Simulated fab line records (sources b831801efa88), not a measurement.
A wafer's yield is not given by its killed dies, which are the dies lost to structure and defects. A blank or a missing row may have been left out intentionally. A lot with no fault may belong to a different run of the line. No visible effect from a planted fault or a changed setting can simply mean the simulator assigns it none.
fab line records    flow sky130
record lots=6  wafers=18  lastDay=50
route steps=708 shown POLY_CUT@307 PAD_OPEN@708
lots with no fault: from the same line, run without faults
startH: hours from the record's first day to the start of the lot's first wafer shown    waitH: how many hours have passed since the lot's step before this one    " same as the row above    L1.1+2: one row covering several wafers at once    - no value, or no start was given    * or withheld: withheld    < > ~ a bound
route shown NAME@n: a module of which the file shows steps, and the number in the route of the first    usual: mean/standard deviation taken from wafers without a fault    same: alike in all rows    chamber/n: place in a boat    sites: the reading at each site    _std_site: how widely they spread, as a standard deviation    _edge_site: the outer-site mean with the inner-site mean subtracted    radiusMm: for every site, how far away it sits from the centre of the wafer    mask NAME#n: copy n    behind: tool/chamber where the wafer was last shaped    hold: why the lot went on hold/how many hours it stayed there/how the hold came to an end    device: names the non-switching transistor (n, p or np)    end of line: the route-end tests of the same wafers    where a step has no rows: the recipe by itself    killed: dies lost to structure and defects at the first sort, not the wafer's yield    map: shows each die of a wafer: x if killed, . if not, _ if none is there
set.NAME: the run value of the setting; set.NAME@STEP: its run value at that earlier step    model.NAME: the simulator's own value behind a step, which no gauge read
a table for each step, a row for each wafer; lots at some steps of the route
services: when a tool's chamber went out of use (startH, in hours from the record's first day, below 0 if earlier), for how many hours, and the reason
## steps
# step SKY_POLY_CUT_DEHYDRATE_00
# recipe tempC=200  timeS=60
# step SKY_POLY_CUT_HMDS_01
# recipe primeTimeS=60  primeTempC=120
# step SKY_POLY_CUT_COAT_02
# recipe resist=BARC  tempC=withheld  timeS=withheld  spinRpm=3000  resistThkNm=60
# step SKY_POLY_CUT_COAT_03
# recipe resist=KrF-thick  spinRpm=3000  resistThkNm=450
# step SKY_POLY_CUT_SOFTBAKE_04
# recipe tempC=100  timeS=90  resist=KrF-thick
# step SKY_POLY_CUT_EXPOSE_05
# recipe maskId=NPCM  na=0.8  sourceShape=annular  sigmaInner=0.55  sigmaOuter=0.85  targetCdNm=270  doseMj=32
# step SKY_POLY_CUT_PEB_06
# recipe pebTempC=withheld  pebTimeS=withheld  resist=KrF-thick
# step SKY_POLY_CUT_DEVELOP_07
# recipe developTimeS=60  resist=KrF-thick  devTempC=21
# step SKY_POLY_CUT_CD_MEAS_08
# recipe targetCdNm=270
# usual cdNm=269.9/1.5
lot.wafer  tool      chamber  startH  waitH  cdNm
L304.1     cdSem-01  -        575.24  -      269.9
L304.2     "         -        "       "      270.9
L304.4     "         -        "       "      269.5
L308.3     cdSem-01  -        614.28  -      270.6
L308.5     "         -        "       "      270.7
L308.6     "         -        "       "      269.2
L309.1     cdSem-02  -        622.74  -      266.0
L309.2     "         -        "       "      267.4
L309.3     "         -        "       "      266.4
L310.3     cdSem-01  -        626.63  -      270.9
L310.4     "         -        "       "      270.2
L310.5     "         -        "       "      269.6
L323.1     cdSem-02  -        735.91  -      270.2
L323.5     "         -        "       "      270.0
L323.6     "         -        "       "      271.2
L325.2     cdSem-02  -        755.01  -      271.0
L325.3     "         -        "       "      271.0
L325.5     "         -        "       "      270.5
# step SKY_POLY_CUT_OVL_MEAS_09
# usual POLY_CUT_OVL=-4/5
lot.wafer  tool        chamber  startH  waitH  POLY_CUT_OVL[nm]
L304.1     overlay-01  -        575.36  0.1    -1
L304.2     "           -        "       "      -4
L304.4     "           -        "       "      1
L308.3     overlay-02  -        614.37  0.1    -3
L308.5     "           -        "       "      -5
L308.6     "           -        "       "      -2
L309.1     overlay-01  -        622.86  0.1    -1
L309.2     "           -        "       "      0
L309.3     "           -        "       "      1
L310.3     overlay-01  -        626.72  0.1    -7
L310.4     "           -        "       "      -5
L310.5     "           -        "       "      -6
L323.1     overlay-02  -        736.03  0.1    7
L323.5     "           -        "       "      0
L323.6     "           -        "       "      1
L325.2     overlay-02  -        755.11  0.1    0
L325.3     "           -        "       "      6
L325.5     "           -        "       "      5
# step SKY_POLY_CUT_ETCH_10
# recipe chemistry=N2/H2  target=BARC  ionEnergyEv=200  sourceW=500  biasW=100  pressureMtorr=30  n2FlowSccm=100  h2FlowSccm=200  stopOn=SiO2  timeS=45.9  targetDepthA=600
# usual drypumpMotorCurrentA=5.7/0.4  n2FlowSccm=99.97/0.28  oesProductAu=0.855/0.005  throttleValvePct=13.225/0.0095
lot.wafer  tool        chamber  startH  waitH  drypumpMotorCurrentA  n2FlowSccm  oesProductAu  rfHoursCounterH  throttleValvePct
L304.1     rieDiel-02  3        575.39  0.0    5.6                   99.94       0.868         6                13.242
L304.2     "           0        "       "      6.1                   100.46      0.852         7                13.231
L304.4     "           1        "       "      5.6                   99.67       0.854         5                13.230
L308.3     rieDiel-04  3        614.39  0.0    5.9                   99.61       0.856         4                13.230
L308.5     "           1        "       "      5.0                   99.97       0.852         -                13.231
L308.6     "           2        "       "      6.2                   100.10      0.857         -                13.223
L309.1     rieDiel-02  2        622.89  0.0    5.6                   99.53       0.857         15               13.221
L309.2     "           0        "       "      6.2                   99.80       0.865         8                13.232
L309.3     "           1        "       "      5.6                   99.85       0.855         5                13.216
L310.3     rieDiel-04  0        626.74  0.0    6.0                   100.10      0.851         60               13.211
L310.4     "           3        "       "      5.9                   99.74       0.854         4                13.222
L310.5     "           2        "       "      6.2                   99.83       0.856         -                13.225
L323.1     rieDiel-02  3        736.07  0.0    5.6                   99.97       0.852         10               13.228
L323.5     "           3        "       "      5.6                   99.71       0.856         -                13.209
L323.6     "           0        "       "      6.1                   100.57      0.860         -                13.238
L325.2     rieDiel-01  2        755.14  0.0    5.1                   100.16      0.855         9                13.214
L325.3     "           3        "       "      6.0                   99.90       0.854         -                13.227
L325.5     "           2        "       "      5.2                   100.61      0.849         -                13.211
# step SKY_POLY_CUT_ETCH_11
# recipe target=Si3N4  chemistry=CF4/CH2F2/Ar  stopOn=poly-Si  sourceW=600  biasW=150  pressureMtorr=40  cf4FlowSccm=40  ch2f2FlowSccm=20  Ar_flow_sccm=150  timeS=42.5  targetDepthA=600
# usual drypumpMotorCurrentA=5.7/0.41  oesProductAu=0.830/0.0067  throttleValvePct=14.993/0.0093
lot.wafer  tool        chamber  startH  waitH  drypumpMotorCurrentA  oesProductAu  rfHoursCounterH  throttleValvePct
L304.1     rieDiel-02  3        575.44  0.0    5.6                   0.830         6                15.008
L304.2     "           0        "       "      6.1                   0.832         7                14.980
L304.4     "           1        "       "      5.6                   0.830         5                15.000
L308.3     rieDiel-04  3        614.44  0.0    5.9                   0.822         4                15.011
L308.5     "           1        "       "      4.9                   0.826         -                14.990
L308.6     "           2        "       "      6.2                   0.824         -                14.987
L309.1     rieDiel-02  2        622.94  0.0    5.6                   0.835         15               14.989
L309.2     "           0        "       "      6.1                   0.849         8                15.001
L309.3     "           1        "       "      5.6                   0.841         5                14.976
L310.3     rieDiel-04  0        626.79  0.0    6.0                   0.825         60               15.004
L310.4     "           3        "       "      6.0                   0.823         4                14.991
L310.5     "           2        "       "      6.2                   0.827         -                14.992
L323.1     rieDiel-02  3        736.11  0.0    5.6                   0.835         10               14.999
L323.5     "           3        "       "      5.6                   0.835         -                14.989
L323.6     "           0        "       "      6.1                   0.829         -                15.003
L325.2     rieDiel-01  2        755.21  0.0    5.1                   0.828         9                15.013
L325.3     "           3        "       "      6.0                   0.822         -                14.987
L325.5     "           2        "       "      5.1                   0.827         -                14.991
# step SKY_POLY_CUT_STRIP_12
# recipe chemistry=O2/N2  powerW=1400  pressureMtorr=1500  platenTempC=withheld  o2FlowSccm=3000  n2FlowSccm=300  overashFraction=0.5
# usual chamberPressureMTorr=1500.1/1.3  drypumpMotorCurrentA=5.8/0.49  n2FlowSccm=300.1/0.93  oesProductAu=0.452/0.0046  overashFraction=0.5/0  stripTimeToEndpointS=5.358/0.018
lot.wafer  tool            chamber  startH  waitH  chamberPressureMTorr  drypumpMotorCurrentA  n2FlowSccm  oesProductAu  overashFraction  rfHoursCounterH  stripTimeToEndpointS  model.KrF-thick_of_POLY_CUT_COAT_03.thkNm
L304.1     plasmaAsher-01  1        575.48  0.0    1501.4                5.6                   299.1       0.454         0.5              84               5.349                 0
L304.2     "               0        "       "      1501.4                5.6                   300.5       0.450         0.5              84               5.342                 0
L304.4     "               1        "       "      1498.5                5.7                   299.9       0.451         0.5              -                5.373                 0
L308.3     plasmaAsher-04  1        614.51  0.1    1499.8                5.9                   301.0       0.453         0.5              -                5.352                 0
L308.5     "               1        "       "      1501.6                5.9                   300.6       0.458         0.5              -                5.366                 0
L308.6     "               0        "       "      1498.5                5.6                   300.3       0.445         0.5              -                5.353                 0
L309.1     plasmaAsher-01  1        622.98  0.0    -                     -                     -           -             -                -                -                     407.8
L309.2     "               0        "       "      -                     -                     -           -             -                -                -                     407.9
L309.3     "               1        "       "      -                     -                     -           -             -                -                -                     408.5
L310.3     plasmaAsher-01  1        626.86  0.1    -                     -                     -           -             -                -                -                     406.2
L310.4     "               0        "       "      -                     -                     -           -             -                -                -                     407.6
L310.5     "               0        "       "      -                     -                     -           -             -                -                -                     407.2
L323.1     plasmaAsher-04  0        736.15  0.0    1502.3                5.6                   298.7       0.459         0.5              31               5.368                 0
L323.5     "               0        "       "      1498.8                5.6                   299.7       0.452         0.5              -                5.381                 0
L323.6     "               1        "       "      1501.3                5.9                   299.7       0.457         0.5              -                5.371                 0
L325.2     plasmaAsher-04  0        755.27  0.0    1500.6                5.6                   300.8       0.460         0.5              33               5.332                 0
L325.3     "               1        "       "      1499.8                5.9                   298.9       0.450         0.5              -                5.325                 0
L325.5     "               1        "       "      1498.5                5.9                   300.5       0.446         0.5              -                5.336                 0
# step SKY_PAD_OPEN_PROBE_99
# usual killed_at_M0_to_M3=43/7.3  killed_at_M4_up=3.1/1.7  killedAtContacts=25/5.3  killedAtFrontEnd=14/4.1  killedAtOther=0.3/0.56  killedDies=85/9.4  killedOnRim=17/4  killedOpen=46/7.4  killedShort=38/5.8
# same grossDies=492  killedAtBackSide=0
lot.wafer  tool       chamber  startH   waitH  killed_at_M0_to_M3  killed_at_M4_up  killedAtContacts  killedAtFrontEnd  killedAtOther  killedDies  killedOnRim  killedOpen  killedShort
L304.1     prober-01  -        1090.71  0.1    54                  2                29                10                0              95          17           55          40
L309.1     prober-02  -        1121.75  0.1    41                  3                22                425               1              492         96           41          44
L309.2     prober-02  -        1121.80  0.1    45                  2                24                421               0              492         96           47          35
L309.3     prober-02  -        1121.85  0.2    47                  2                17                426               0              492         96           45          32
L310.3     prober-01  -        1124.29  0.2    30                  3                20                439               0              492         96           29          37
L310.4     prober-01  -        1124.34  0.2    33                  0                23                436               0              492         96           41          25
L310.5     prober-01  -        1124.39  0.2    42                  5                19                426               0              492         96           47          37
L325.2     prober-01  -        1204.74  0.1    43                  4                19                13                0              79          14           38          41
L325.3     prober-01  -        1204.79  0.2    40                  2                22                16                0              80          17           40          40
L325.5     prober-01  -        1204.89  0.2    50                  4                16                14                0              84          21           43          41
# killed by level:class
L304.1 VIA1:geometricParticle:open=15 CONTACT:geometricParticle:open=14 METAL2:geometricParticle:short=8 VIA2:geometricParticle:open=7 LI_CONTACT:geometricParticle:open=6 VIA1:geometricParticle:short=6 METAL1:geometricParticle:short=5 FIELD_ISO:geometricParticle:open=4
L309.1 SD_P:areaStrip=407 FIELD_ISO:geometricParticle:open=8 LI_CONTACT:geometricParticle:open=7 FIELD_ISO:geometricParticle:short=6 LOCAL_INTERCONNECT:geometricParticle:short=6 METAL1:geometricParticle:short=6 VIA1:geometricParticle:short=6 VIA1:geometricParticle:open=6
L309.2 SD_P:areaStrip=409 VIA3:geometricParticle:open=9 VIA1:geometricParticle:open=8 FIELD_ISO:geometricParticle:open=6 CONTACT:geometricParticle:open=6 VIA1:geometricParticle:short=6 LI_CONTACT:geometricParticle:open=5 LOCAL_INTERCONNECT:geometricParticle:short=5
L309.3 SD_P:areaStrip=414 VIA1:geometricParticle:open=10 VIA3:geometricParticle:open=8 LI_CONTACT:geometricParticle:open=6 CONTACT:geometricParticle:short=6 VIA2:geometricParticle:open=6 METAL2:geometricParticle:short=5 FIELD_ISO:geometricParticle:short=4
L310.3 SD_P:areaStrip=425 METAL2:geometricParticle:short=9 VIA2:geometricParticle:open=7 CONTACT:geometricParticle:open=6 CONTACT:geometricParticle:short=5 LI_CONTACT:geometricParticle:open=5 METAL1:geometricParticle:short=4 VIA2:geometricParticle:short=4
L310.4 SD_P:areaStrip=426 CONTACT:geometricParticle:open=10 VIA1:geometricParticle:open=8 LI_CONTACT:geometricParticle:open=7 VIA3:geometricParticle:open=5 METAL1:geometricParticle:short=5 METAL2:geometricParticle:short=4 CONTACT:geometricParticle:short=3
L310.5 SD_P:areaStrip=408 VIA1:geometricParticle:open=12 CONTACT:geometricParticle:open=7 VIA3:geometricParticle:open=7 FIELD_ISO:geometricParticle:short=6 METAL1:geometricParticle:short=6 CONTACT:geometricParticle:short=5 FIELD_ISO:geometricParticle:open=4
L325.2 VIA3:geometricParticle:open=8 VIA1:geometricParticle:short=8 VIA1:geometricParticle:open=8 LI_CONTACT:geometricParticle:open=5 CONTACT:geometricParticle:short=5 METAL1:geometricParticle:short=5 VIA2:geometricParticle:open=5 FIELD_ISO:geometricParticle:short=4
L325.3 VIA2:geometricParticle:open=8 CONTACT:geometricParticle:open=7 METAL1:geometricParticle:short=6 CONTACT:geometricParticle:short=6 VIA1:geometricParticle:open=6 VIA3:geometricParticle:open=6 POLY_GATE:geometricParticle:open=5 POLY_GATE:geometricParticle:short=5
L325.5 VIA1:geometricParticle:open=9 METAL2:geometricParticle:short=8 VIA2:geometricParticle:open=8 FIELD_ISO:geometricParticle:open=7 LI_CONTACT:geometricParticle:open=6 LOCAL_INTERCONNECT:geometricParticle:short=6 METAL1:geometricParticle:short=6 FIELD_ISO:geometricParticle:short=5
# map L309.1 (x killed, . not)
__________xxxxxxxxxx_________
________xxxxxxxxxxxxxx_______
______xxxxxxxxxxxxxxxxxx_____
_____xxxxxxxxxxxxxxxxxxxx____
____xxxxxxxxxxxxxxxxxxxxxx___
___xxxxxxxxxxxxxxxxxxxxxxxx__
__xxxxxxxxxxxxxxxxxxxxxxxxxx_
_xxxxxxxxxxxxxxxxxxxxxxxxxxxx
_xxxxxxxxxxxxxxxxxxxxxxxxxxxx
_xxxxxxxxxxxxxxxxxxxxxxxxxxxx
_xxxxxxxxxxxxxxxxxxxxxxxxxxxx
_xxxxxxxxxxxxxxxxxxxxxxxxxxxx
_xxxxxxxxxxxxxxxxxxxxxxxxxxxx
_xxxxxxxxxxxxxxxxxxxxxxxxxxxx
_xxxxxxxxxxxxxxxxxxxxxxxxxxxx
__xxxxxxxxxxxxxxxxxxxxxxxxxx_
___xxxxxxxxxxxxxxxxxxxxxxxx__
____xxxxxxxxxxxxxxxxxxxxxx___
_____xxxxxxxxxxxxxxxxxxxx____
______xxxxxxxxxxxxxxxxxx_____
________xxxxxxxxxxxxxx_______
__________xxxxxxxxxx_________
# map L310.3 (x killed, . not)
__________xxxxxxxxxx_________
________xxxxxxxxxxxxxx_______
______xxxxxxxxxxxxxxxxxx_____
_____xxxxxxxxxxxxxxxxxxxx____
____xxxxxxxxxxxxxxxxxxxxxx___
___xxxxxxxxxxxxxxxxxxxxxxxx__
__xxxxxxxxxxxxxxxxxxxxxxxxxx_
_xxxxxxxxxxxxxxxxxxxxxxxxxxxx
_xxxxxxxxxxxxxxxxxxxxxxxxxxxx
_xxxxxxxxxxxxxxxxxxxxxxxxxxxx
_xxxxxxxxxxxxxxxxxxxxxxxxxxxx
_xxxxxxxxxxxxxxxxxxxxxxxxxxxx
_xxxxxxxxxxxxxxxxxxxxxxxxxxxx
_xxxxxxxxxxxxxxxxxxxxxxxxxxxx
_xxxxxxxxxxxxxxxxxxxxxxxxxxxx
__xxxxxxxxxxxxxxxxxxxxxxxxxx_
___xxxxxxxxxxxxxxxxxxxxxxxx__
____xxxxxxxxxxxxxxxxxxxxxx___
_____xxxxxxxxxxxxxxxxxxxx____
______xxxxxxxxxxxxxxxxxx_____
________xxxxxxxxxxxxxx_______
__________xxxxxxxxxx_________
## services
tool            chamber  startH  hours  kind
plasmaAsher-04  -        615.37  1.3    repair
plasmaAsher-04  -        633.65  2.2    repair
rieDiel-02      3        638.70  7.4    repair
plasmaAsher-01  -        658.80  6.4    repair
rieDiel-04      3        664.65  3.1    repair
plasmaAsher-04  -        672.88  0.8    repair
rieDiel-01      0        681.68  3.2    repair
rieDiel-04      0        691.83  8.7    repair
rieDiel-04      0        700.51  -      clean
rieDiel-04      0        700.51  17.7   scheduledDown
rieDiel-04      0        700.51  17.7   ventCycle
rieDiel-04      2        718.21  -      clean
rieDiel-04      2        718.21  16.4   scheduledDown
rieDiel-04      2        718.21  16.4   ventCycle
plasmaAsher-01  -        733.75  9.0    pm
plasmaAsher-01  0        733.75  9.0    ventCycle
plasmaAsher-01  1        733.75  9.0    ventCycle
rieDiel-01      1        742.14  -      clean
rieDiel-01      1        742.14  16.7   scheduledDown
rieDiel-01      1        742.14  16.7   ventCycle
plasmaAsher-01  0        742.75  -      clean
plasmaAsher-01  1        742.75  -      clean
rieDiel-02      1        746.39  23.2   repair
rieDiel-01      0        748.79  12.0   repair
## key
firstSign step=SKY_POLY_CUT_STRIP_12  reading=toolRecord  direction=missing
effect step=SKY_PAD_OPEN_PROBE_99  reading=killedAtFrontEnd  direction=up  sigmas=99+  usual=14  struck=429
modelEffect step=SKY_POLY_CUT_STRIP_12  value=KrF-thick_of_POLY_CUT_COAT_03.thkNm  without=0  struck=407.5
moreKillsBornAt SKY_POLY_CUT_STRIP_12@plasmaAsher-01=2489
metAt SKY_POLY_CUT_STRIP_12
struckWafers L309.1,L309.2,L309.3,L310.3,L310.4,L310.5
laterRowsLeftOut L309.1,L309.2,L309.3,L310.3,L310.4,L310.5
testerLeftOut L309,L310
onsetBetween 575.48 622.98
fault kind=skippedStepWhole  tool=plasmaAsher-01  chamber=-  onsetH=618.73  steps=SKY_POLY_CUT_STRIP_12  scope=struckLotsOnly
# testerLeftOut: of these lots the tester's yield and bins aren't shown, on N5 and GAA mostly nor the transistor test; their killed dies are dies lost to structure and defects alone, not to doping, threshold or leakage, so they don't give the yield
# laterRowsLeftOut: the simulator's readings of these wafers behind a module that went badly wrong aren't trusted and aren't shown, but for the sort
